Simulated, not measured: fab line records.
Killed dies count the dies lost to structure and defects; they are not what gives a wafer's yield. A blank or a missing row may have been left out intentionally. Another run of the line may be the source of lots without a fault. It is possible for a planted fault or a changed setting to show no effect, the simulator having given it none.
fab line records	flow sfqLine
record lots=6	wafers=18	lastDay=86
route steps=325 shown C5@240 M6@251 I6@266 M7@281 M8@325
lots with no fault: from the same line, run without faults
startH: the number of hours between the record's first day and the start of the first shown wafer of the lot	waitH: hours from the lot's prior step to this one	" repeats the value in the row above	L1.1+2: one row covering several wafers at once	- no value, or no start given	* or withheld: withheld	< > ~ a bound
route shown NAME@n: a module of which the file shows steps, and the number in the route of the first	usual: mean/standard deviation taken from wafers without a fault	same: alike in all rows	chamber/n: place in a boat	sites: the reading at each site	_std_site: their standard deviation	_edge_site: mean of outer sites minus mean of inner sites	radiusMm: how far each site lies from the wafer's centre	mask NAME#n: copy n	behind: tool/chamber where the wafer was last shaped	hold: the reason the lot was held/the length of the hold in hours/how it ended	device: the n, p or np transistor that did not switch	end of line: the same wafers' tests at the end of the route	a step with no rows: only its recipe	killed: the dies lost at the first sort to structure and to defects; this is not the yield of the wafer	map: a wafer's dies, x killed, . not, _ none there
set.NAME: the setting the step ran with; set.NAME@STEP: the setting that earlier step ran with	model.NAME: the simulator's own value behind a step, which no gauge read
lots at some steps of the route; a table a step, a row a wafer
services: a tool's chamber out of use, with start hour (startH, from the record's first day; less than 0 if before it), hours out, and reason
## steps
# step SFQ_TRILAYER_C5_LITHO_COAT_156
# recipe resist=BARC	spinRpm=3000	resistThkNm=62
# step SFQ_TRILAYER_C5_LITHO_COAT_151
# recipe resist=KrF	spinRpm=3000	resistThkNm=650
# step SFQ_TRILAYER_C5_LITHO_SOFTBAKE_155
# recipe tempC=withheld	timeS=withheld	resist=KrF
# step SFQ_TRILAYER_C5_LITHO_EXPOSE_152
# recipe maskId=C5	na=0.6	sourceShape=conventional	sigmaOuter=0.65	targetCdNm=500	doseMj=21.3
# step SFQ_TRILAYER_C5_LITHO_PEB_154
# recipe pebTempC=115	pebTimeS=60	resist=KrF
# step SFQ_TRILAYER_C5_LITHO_DEVELOP_153
# recipe timeS=60	resist=KrF
# step SFQ_C5_OVL_MEAS_937
# usual C5_OVL=1/4.9
lot.wafer	tool	chamber	startH	waitH	C5_OVL[nm]
L761.2	overlay-02	-	1511.48	0.1	1
L761.4	"	-	"	"	4
L761.5	"	-	"	"	0
L763.2	overlay-02	-	1519.23	0.1	6
L763.5	"	-	"	"	9
L763.6	"	-	"	"	3
L764.2	overlay-01	-	1521.76	0.1	-7
L764.4	"	-	"	"	-8
L764.6	"	-	"	"	-6
L777.1	overlay-01	-	1597.23	0.1	-3
L777.2	"	-	"	"	-4
L777.5	"	-	"	"	-10
L780.1	overlay-02	-	1611.57	0.1	-2
L780.3	"	-	"	"	0
L780.6	"	-	"	"	-1
L781.1	overlay-01	-	1614.72	0.1	4
L781.4	"	-	"	"	6
L781.5	"	-	"	"	-1
# step SFQ_TRILAYER_C5_BARC_OPEN_VIA_ETCH_210
# recipe maskMaterial=PR	chemistry=O2	targetDepthNm=125	target=BARC	sourceW=500	biasW=80	pressureMtorr=30	timeS=41.7
# usual drypumpMotorCurrentA=5.5/0.33	oesProductAu=0.684/0.0047
lot.wafer	tool	chamber	startH	waitH	drypumpMotorCurrentA	oesProductAu	rfHoursCounterH
L761.2	rieDiel-03	1	1511.51	0.0	4.8	0.687	5
L761.4	"	0	"	"	5.8	0.683	15
L761.5	"	0	"	"	5.8	0.678	-
L763.2	rieDiel-03	0	1519.26	0.0	5.8	0.691	16
L763.5	"	1	"	"	4.8	0.692	-
L763.6	"	0	"	"	5.8	0.683	-
L764.2	rieDiel-01	1	1521.79	0.0	5.6	0.682	13
L764.4	"	0	"	"	5.1	0.687	13
L764.6	"	2	"	"	5.4	0.689	-
L777.1	rieDiel-02	0	1597.27	0.0	5.5	0.680	1
L777.2	"	2	"	"	5.5	0.682	17
L777.5	"	0	"	"	5.5	0.696	-
L780.1	rieDiel-02	3	1611.60	0.0	5.8	0.676	1
L780.3	"	0	"	"	5.5	0.688	2
L780.6	"	2	"	"	5.5	0.678	-
L781.1	rieDiel-01	2	1614.75	0.0	5.4	0.691	18
L781.4	"	0	"	"	5.1	0.686	15
L781.5	"	2	"	"	5.4	0.687	-
# step SFQ_TRILAYER_C5_ETCH_VIA_ETCH_154
# recipe target=SiO2	maskMaterial=PR	chemistry=CHF3	targetDepthNm=84	sourceW=500	biasW=80	pressureMtorr=30	timeS=withheld	stopOn=Nb
# usual drypumpMotorCurrentA=5.5/0.33	oesProductAu=0.894/0.0084
lot.wafer	tool	chamber	startH	waitH	drypumpMotorCurrentA	oesProductAu
L761.2	rieDiel-03	1	1511.55	0.0	4.8	0.890
L761.4	"	0	"	"	5.8	0.905
L761.5	"	0	"	"	5.8	0.909
L763.2	rieDiel-03	0	1519.30	0.0	5.8	0.891
L763.5	"	1	"	"	4.8	0.898
L763.6	"	0	"	"	5.8	0.898
L764.2	rieDiel-01	1	1521.83	0.0	5.5	0.889
L764.4	"	0	"	"	5.1	0.896
L764.6	"	2	"	"	5.4	0.900
L777.1	rieDiel-02	0	1597.31	0.0	5.5	0.894
L777.2	"	2	"	"	5.5	0.888
L777.5	"	0	"	"	5.5	0.908
L780.1	rieDiel-02	3	1611.64	0.0	5.8	0.875
L780.3	"	0	"	"	5.4	0.883
L780.6	"	2	"	"	5.6	0.886
L781.1	rieDiel-01	2	1614.79	0.0	5.4	0.896
L781.4	"	0	"	"	5.1	0.896
L781.5	"	2	"	"	5.4	0.896
# step SFQ_TRILAYER_C5_STRIP_STRIP_155
# recipe gas=O2	powerW=200	platenTempC=40	overashFraction=0.65	chemistry=O2	pressureMtorr=50
# step SFQ_TRILAYER_C5_STRIP_SOLV_CLEAN_156
# recipe chemistry=NMP	tempC=70	timeS=600
# step SFQ_TRILAYER_M6_DEP_PRE_CLEAN_158
# recipe gas=Ar	timeS=22.5	biasV=250
# step SFQ_TRILAYER_M6_DEP_SPUTTER_157
# recipe material=Nb	basePressurePa=1.33e-06	chamberPressurePa=0.1333	substrateTempC=20	targetThkNm=200	powerW=2000	timeS=133.3
# usual chamberPressurePa=0.13326/0.00025	substrateTempC=19.99/0.096	throttleValvePct=29.3/0.81
lot.wafer	tool	chamber	startH	waitH	chamberPressurePa	substrateTempC	throttleValvePct	model.Nb_of_TRILAYER_M6_DEP_SPUTTER_157.thkNm
L761.2	pvdSputter-03	-	1512.42	0.0	0.13309	19.88	29.8	201.9
L761.4	"	-	"	"	0.13339	19.97	29.1	202.6
L761.5	"	-	"	"	0.13309	20.17	29.9	202.6
L763.2	pvdSputter-06	-	1520.17	0.0	0.13273	19.99	30.1	201.4
L763.5	"	-	"	"	0.13323	19.78	27.5	204.3
L763.6	"	-	"	"	0.13323	20.18	29.6	206.4
L764.2	pvdSputter-03	-	1522.68	0.0	0.13345	20.08	30.5	201.5
L764.4	"	-	"	"	0.13314	20.02	30.0	202.4
L764.6	"	-	"	"	0.13275	20.00	28.5	203.3
L777.1	pvdSputter-06	-	1598.16	0.0	0.13338	19.88	29.9	317.8
L777.2	"	-	"	"	0.1334	20.02	29.2	313.7
L777.5	"	-	"	"	0.13349	19.94	30.1	199.7
L780.1	pvdSputter-06	-	1612.50	0.0	0.1332	19.88	29.5	315.9
L780.3	"	-	"	"	0.13311	20.03	27.7	201.7
L780.6	"	-	"	"	0.13356	19.91	29.4	199.3
L781.1	pvdSputter-03	-	1615.65	0.0	0.13299	19.90	29.9	201
L781.4	"	-	"	"	0.13314	20.01	30.4	200.8
L781.5	"	-	"	"	0.13324	19.97	29.9	201.6
# step SFQ_M6_RS_MEAS_938
# recipe thkMeasGauge=four-point-probe	reads=Nb_of_TRILAYER_M6_DEP_SPUTTER_157
# usual M6_NB_RS=0.882/0.012
lot.wafer	tool	chamber	startH	waitH	M6_NB_RS[ohm/sq]
L761.2	filmMetro-02	-	1512.53	0.1	0.881
L761.4	"	-	"	"	0.874
L761.5	"	-	"	"	0.876
L763.2	filmMetro-02	-	1520.28	0.1	0.882
L763.5	"	-	"	"	0.867
L763.6	"	-	"	"	0.859
L764.2	filmMetro-01	-	1522.79	0.1	0.881
L764.4	"	-	"	"	0.876
L764.6	"	-	"	"	0.872
L777.1	filmMetro-04	-	1598.25	0.0	0.558
L777.2	"	-	"	"	0.565
L777.5	"	-	"	"	0.891
L780.1	filmMetro-04	-	1612.59	0.0	0.562
L780.3	"	-	"	"	0.884
L780.6	"	-	"	"	0.895
L781.1	filmMetro-02	-	1615.74	0.0	0.886
L781.4	"	-	"	"	0.884
L781.5	"	-	"	"	0.882
# step SFQ_TRILAYER_M6_LITHO_COAT_164
# recipe resist=BARC	spinRpm=3000	resistThkNm=62
# step SFQ_TRILAYER_M6_LITHO_COAT_159
# recipe resist=KrF	spinRpm=3000	resistThkNm=600
# step SFQ_TRILAYER_M6_LITHO_SOFTBAKE_163
# recipe tempC=withheld	timeS=withheld	resist=KrF
# step SFQ_TRILAYER_M6_LITHO_EXPOSE_160
# recipe maskId=M6	na=0.6	sourceShape=conventional	sigmaOuter=0.65	targetCdNm=500	doseMj=14.4
# step SFQ_TRILAYER_M6_LITHO_PEB_162
# recipe pebTempC=115	pebTimeS=60	resist=KrF
# step SFQ_TRILAYER_M6_LITHO_DEVELOP_161
# recipe timeS=60	resist=KrF
# step SFQ_M6_OVL_MEAS_940
# usual M6_OVL=-2/5.1
lot.wafer	tool	chamber	startH	waitH	M6_OVL[nm]
L761.2	overlay-02	-	1515.08	0.1	-1
L761.4	"	-	"	"	-9
L761.5	"	-	"	"	2
L763.2	overlay-02	-	1633.52	0.1	0
L763.5	"	-	"	"	-6
L763.6	"	-	"	"	-3
L764.2	overlay-01	-	1639.44	0.1	-5
L764.4	"	-	"	"	-4
L764.6	"	-	"	"	0
L777.1	overlay-02	-	1714.08	0.1	1
L777.2	"	-	"	"	-3
L777.5	"	-	"	"	4
L780.1	overlay-01	-	1717.68	0.1	-12
L780.3	"	-	"	"	-12
L780.6	"	-	"	"	-9
L781.1	overlay-01	-	1718.88	0.1	-3
L781.4	"	-	"	"	3
L781.5	"	-	"	"	-3
# step SFQ_TRILAYER_M6_BARC_OPEN_METAL_ETCH_206
# recipe maskMaterial=PR	chemistry=O2	targetDepthNm=125	target=BARC	icpW=600	biasW=80	pressureMtorr=10	timeS=41.7
# step SFQ_TRILAYER_M6_ETCH_METAL_ETCH_162
# recipe target=Nb	stopOn=SiO2	maskMaterial=PR	chemistry=Cl2/Ar	targetDepthNm=240	icpW=600	biasW=80	pressureMtorr=10	timeS=120
# usual drypumpMotorCurrentA=5.9/0.46	heBacksideLeakSccm=3.50/0.2	oesProductAu=0.898/0.0089
lot.wafer	tool	chamber	startH	waitH	drypumpMotorCurrentA	heBacksideLeakSccm	oesProductAu	rfHoursCounterH
L761.2	rieMetal-03	0	1515.17	0.0	6.2	3.38	0.902	45
L761.4	"	0	"	"	6.2	3.39	0.896	-
L761.5	"	1	"	"	6.6	3.64	0.897	-
L763.2	rieMetal-04	1	1633.61	0.0	5.5	3.69	0.899	79
L763.5	"	1	"	"	5.5	3.71	0.911	-
L763.6	"	0	"	"	5.7	3.05	0.914	-
L764.2	rieMetal-03	0	1639.63	0.1	6.2	3.71	0.899	-
L764.4	"	0	"	"	6.2	3.45	0.900	-
L764.6	"	0	"	"	6.2	3.47	0.893	-
L777.1	rieMetal-03	0	1714.18	0.0	6.2	3.46	0.984	72
L777.2	"	1	"	"	6.6	3.46	1.011	6
L777.5	"	0	"	"	6.2	3.58	0.894	-
L780.1	rieMetal-03	0	1717.78	0.0	6.2	3.66	0.990	73
L780.3	"	1	"	"	6.5	3.32	0.895	-
L780.6	"	1	"	"	6.6	3.38	0.893	-
L781.1	rieMetal-01	0	1718.98	0.0	5.5	3.70	0.891	58
L781.4	"	0	"	"	5.6	3.58	0.891	-
L781.5	"	1	"	"	5.3	3.75	0.899	-
# step SFQ_TRILAYER_M6_STRIP_STRIP_163
# recipe gas=O2	powerW=200	platenTempC=40	overashFraction=0.65	chemistry=O2	pressureMtorr=50
# step SFQ_TRILAYER_M6_STRIP_SOLV_CLEAN_164
# recipe chemistry=NMP	tempC=70	timeS=600
# step SFQ_TRILAYER_I6_DEP_PECVD_165
# recipe material=SiO2	tempC=150	timeS=111.11	pressureTorr=2.4	rfW=183.3	precursor=SiH4/N2O	targetThkNm=500
# usual heaterPowerW=83/20	throttleValvePct=24.7/0.64
lot.wafer	tool	chamber	startH	waitH	heaterPowerW	throttleValvePct
L761.2	pecvd-04	2	1516.07	0.0	86	23.5
L761.4	"	0	"	"	92	23.0
L761.5	"	2	"	"	87	23.4
L763.2	pecvd-04	0	1634.51	0.0	88	23.8
L763.5	"	2	"	"	79	23.9
L763.6	"	1	"	"	74	24.7
L764.2	pecvd-03	2	1641.21	0.0	72	24.7
L764.4	"	2	"	"	73	24.7
L764.6	"	1	"	"	52	24.8
L777.1	pecvd-03	0	1715.09	0.0	103	25.0
L777.2	"	1	"	"	56	25.1
L777.5	"	0	"	"	108	25.1
L780.1	pecvd-03	1	1718.68	0.0	56	25.2
L780.3	"	2	"	"	79	24.6
L780.6	"	1	"	"	58	25.0
L781.1	pecvd-04	0	1719.88	0.0	88	23.9
L781.4	"	2	"	"	81	23.7
L781.5	"	0	"	"	92	24.1
# step SFQ_TRILAYER_I6_CMP_CMP_166
# recipe material=SiO2	downForcePsi=3	platenRpm=60	padVelocityMS=0.94248
# step SFQ_I6_BOW_MEAS_941
# recipe mode=bow
# usual I6_BOW=3/9.8
lot.wafer	tool	chamber	startH	waitH	I6_BOW[um]
L761.2	filmMetro-03	-	1529.05	2.0	1
L761.4	"	-	"	"	15
L761.5	"	-	"	"	7
L763.2	filmMetro-03	-	1638.21	2.5	8
L763.5	"	-	"	"	1
L763.6	"	-	"	"	-5
L764.2	filmMetro-02	-	1646.28	1.0	-12
L764.4	"	-	"	"	-2
L764.6	"	-	"	"	-4
L777.1	filmMetro-03	-	1718.17	1.5	16
L777.2	"	-	"	"	5
L777.5	"	-	"	"	13
L780.1	filmMetro-02	-	1723.14	1.0	1
L780.3	"	-	"	"	-5
L780.6	"	-	"	"	6
L781.1	filmMetro-04	-	1724.17	2.5	-7
L781.4	"	-	"	"	-8
L781.5	"	-	"	"	-6
# step SFQ_TRILAYER_I6_METRO_MEASURE_167
# usual thkNm=199.9/1.1
lot.wafer	tool	chamber	startH	waitH	thkNm
L761.2	filmMetro-03	-	1529.35	0.3	199.0
L761.4	"	-	"	"	199.6
L761.5	"	-	"	"	199.1
L763.2	filmMetro-03	-	1638.51	0.3	198.9
L763.5	"	-	"	"	198.0
L763.6	"	-	"	"	202.0
L764.2	filmMetro-02	-	1646.58	0.3	200.1
L764.4	"	-	"	"	200.3
L764.6	"	-	"	"	199.6
L777.1	filmMetro-03	-	1718.29	0.1	202.6
L777.2	"	-	"	"	199.7
L777.5	"	-	"	"	199.7
L780.1	filmMetro-02	-	1723.26	0.1	199.2
L780.3	"	-	"	"	200.8
L780.6	"	-	"	"	201.0
L781.1	filmMetro-04	-	1724.29	0.1	198.3
L781.4	"	-	"	"	199.6
L781.5	"	-	"	"	199.1
# step SFQ_TRILAYER_I6_VIA_LITHO_COAT_174
# recipe resist=BARC	spinRpm=3000	resistThkNm=62
# step SFQ_TRILAYER_I6_VIA_LITHO_COAT_169
# recipe resist=KrF	spinRpm=3000	resistThkNm=650
# step SFQ_TRILAYER_I6_VIA_LITHO_SOFTBAKE_173
# recipe tempC=withheld	timeS=withheld	resist=KrF
# step SFQ_TRILAYER_I6_VIA_LITHO_EXPOSE_170
# recipe maskId=I6	na=0.6	sourceShape=conventional	sigmaOuter=0.65	targetCdNm=700	doseMj=21.3
# step SFQ_TRILAYER_I6_VIA_LITHO_PEB_172
# recipe pebTempC=115	pebTimeS=60	resist=KrF
# step SFQ_TRILAYER_I6_VIA_LITHO_DEVELOP_171
# recipe timeS=60	resist=KrF
# step SFQ_I6_OVL_MEAS_942
# usual I6_OVL=-1/6.2
lot.wafer	tool	chamber	startH	waitH	I6_OVL[nm]
L761.2	overlay-01	-	1651.44	0.1	-9
L761.4	"	-	"	"	-6
L761.5	"	-	"	"	-7
L763.2	overlay-01	-	1744.71	0.1	-2
L763.5	"	-	"	"	-15
L763.6	"	-	"	"	-7
L764.2	overlay-01	-	1751.91	0.1	5
L764.4	"	-	"	"	4
L764.6	"	-	"	"	12
L777.1	overlay-01	-	1836.69	0.1	7
L777.2	"	-	"	"	9
L777.5	"	-	"	"	3
L780.1	overlay-01	-	1843.89	0.1	-1
L780.3	"	-	"	"	-5
L780.6	"	-	"	"	-7
L781.1	overlay-01	-	1845.09	0.1	0
L781.4	"	-	"	"	9
L781.5	"	-	"	"	1
# step SFQ_TRILAYER_I6_VIA_BARC_OPEN_VIA_ETCH_235
# recipe maskMaterial=PR	chemistry=O2	targetDepthNm=125	target=BARC	sourceW=500	biasW=80	pressureMtorr=30	timeS=41.7
# usual drypumpMotorCurrentA=5.5/0.37	oesProductAu=0.685/0.0047
lot.wafer	tool	chamber	startH	waitH	drypumpMotorCurrentA	oesProductAu	rfHoursCounterH
L761.2	rieDiel-01	0	1651.47	0.0	5.1	0.679	16
L761.4	"	1	"	"	5.6	0.688	15
L761.5	"	2	"	"	5.4	0.690	-
L763.2	rieDiel-01	1	1744.74	0.0	5.6	0.682	16
L763.5	"	3	"	"	5.7	0.688	-
L763.6	"	1	"	"	5.6	0.680	-
L764.2	rieDiel-01	1	1751.94	0.0	5.6	0.684	17
L764.4	"	2	"	"	5.4	0.686	0
L764.6	"	2	"	"	5.4	0.687	-
L777.1	rieDiel-01	2	1836.73	0.0	5.4	0.691	1
L777.2	"	3	"	"	5.6	0.688	10
L777.5	"	0	"	"	5.1	0.689	-
L780.1	rieDiel-01	3	1843.93	0.0	5.7	0.695	10
L780.3	"	2	"	"	5.4	0.684	1
L780.6	"	0	"	"	5.1	0.686	-
L781.1	rieDiel-04	3	1845.13	0.0	5.4	0.681	1
L781.4	"	1	"	"	5.9	0.689	6
L781.5	"	0	"	"	5.8	0.686	-
# step SFQ_TRILAYER_I6_VIA_ETCH_VIA_ETCH_172
# recipe target=SiO2	stopOn=Nb	maskMaterial=PR	taperDeg=20	chemistry=CHF3	targetDepthNm=260	sourceW=500	biasW=80	pressureMtorr=30	timeS=withheld
# step SFQ_TRILAYER_I6_VIA_STRIP_STRIP_173
# recipe gas=O2	powerW=200	platenTempC=40	overashFraction=0.65	chemistry=O2	pressureMtorr=50
# step SFQ_TRILAYER_I6_VIA_STRIP_SOLV_CLEAN_174
# recipe chemistry=NMP	tempC=70	timeS=600
# step SFQ_TRILAYER_M7_DEP_PRE_CLEAN_176
# recipe gas=Ar	timeS=22.5	biasV=250
# step SFQ_M8_BOW_MEAS_951
# recipe mode=bow
# usual M8_BOW=5/11
lot.wafer	tool	chamber	startH	waitH	M8_BOW[um]	model.etest.m6.combLog10Ohm	model.etest.m6.ohmSq
L761.2	filmMetro-02	-	1834.84	0.0	-1	12	0.8806
L761.4	"	-	"	"	12	12	0.8774
L761.5	"	-	"	"	4	12	0.8774
L763.2	filmMetro-01	-	1902.59	0.0	18	12	0.8825
L763.5	"	-	"	"	11	12	0.8703
L763.6	"	-	"	"	4	12	0.8612
L764.2	filmMetro-04	-	1903.79	0.0	-17	12	0.8822
L764.4	"	-	"	"	-7	12	0.8785
L764.6	"	-	"	"	-8	12	0.8744
L777.1	filmMetro-02	-	2041.51	0.0	21	0	0.5593
L777.2	"	-	"	"	11	0	0.5667
L777.5	"	-	"	"	16	12	0.89
L780.1	filmMetro-01	-	2051.13	0.0	-5	0	0.5628
L780.3	"	-	"	"	-10	12	0.8813
L780.6	"	-	"	"	0	12	0.8919
L781.1	filmMetro-01	-	2054.71	0.0	-1	12	0.8846
L781.4	"	-	"	"	-2	12	0.8854
L781.5	"	-	"	"	0	12	0.8816
## services
tool	chamber	startH	hours	kind
rieDiel-01	-	1496.27	0.6	repair
pecvd-03	0	1507.44	4.8	repair
rieDiel-01	-	1517.92	2.8	pm
filmMetro-03	-	1524.59	0.4	pm
rieMetal-03	0	1555.44	6.7	repair
rieDiel-03	1	1560.58	4.5	repair
pvdSputter-03	-	1562.74	6.2	repair
rieMetal-03	1	1566.50	1.8	repair
pvdSputter-03	-	1570.17	0.9	repair
pecvd-04	0	1583.96	8.9	repair
rieMetal-03	-	1611.13	14.6	pm
rieDiel-01	1	1631.10	10.0	repair
rieDiel-03	3	1633.54	8.1	repair
rieMetal-03	-	1641.04	2.8	pm
rieDiel-02	-	1646.72	2.8	pm
rieDiel-03	-	1664.08	0.5	repair
rieDiel-03	-	1680.26	2.8	pm
rieDiel-01	-	1689.45	0.1	repair
rieMetal-03	0	1726.42	20.9	repair
rieDiel-01	0	1730.72	2.9	repair
rieDiel-02	0	1765.32	19.4	repair
rieDiel-01	1	1798.11	8.9	repair
rieDiel-03	1	1819.70	4.9	repair
rieDiel-03	3	1839.68	7.5	repair
## key
firstSign step=SFQ_M6_RS_MEAS_938	reading=M6_NB_RS	direction=down	sigmas=26	usual=0.882	struck=0.562
effect step=SFQ_TRILAYER_M6_ETCH_METAL_ETCH_162	reading=oesProductAu	direction=up	sigmas=11	usual=0.898	struck=0.995
modelEffect step=SFQ_TRILAYER_M6_DEP_SPUTTER_157	value=Nb_of_TRILAYER_M6_DEP_SPUTTER_157.thkNm	without=204.3	struck=315.8
modelEffect step=SFQ_M8_BOW_MEAS_951	value=etest.m6.combLog10Ohm	without=12	struck=0
metAt SFQ_TRILAYER_M6_DEP_SPUTTER_157
struckWafers L777.1,L777.2,L780.1
onsetBetween 1520.17 1598.16
fault kind=processParameterDrift	tool=pvdSputter-06	chamber=-	onsetH=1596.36	steps=SFQ_TRILAYER_M6_DEP_SPUTTER_157	channel=targetThkNm	offset=111.52	shape=step	endH=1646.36	scope=struckWafersOnly	actsIn=theseRecipesOnly	stated=200
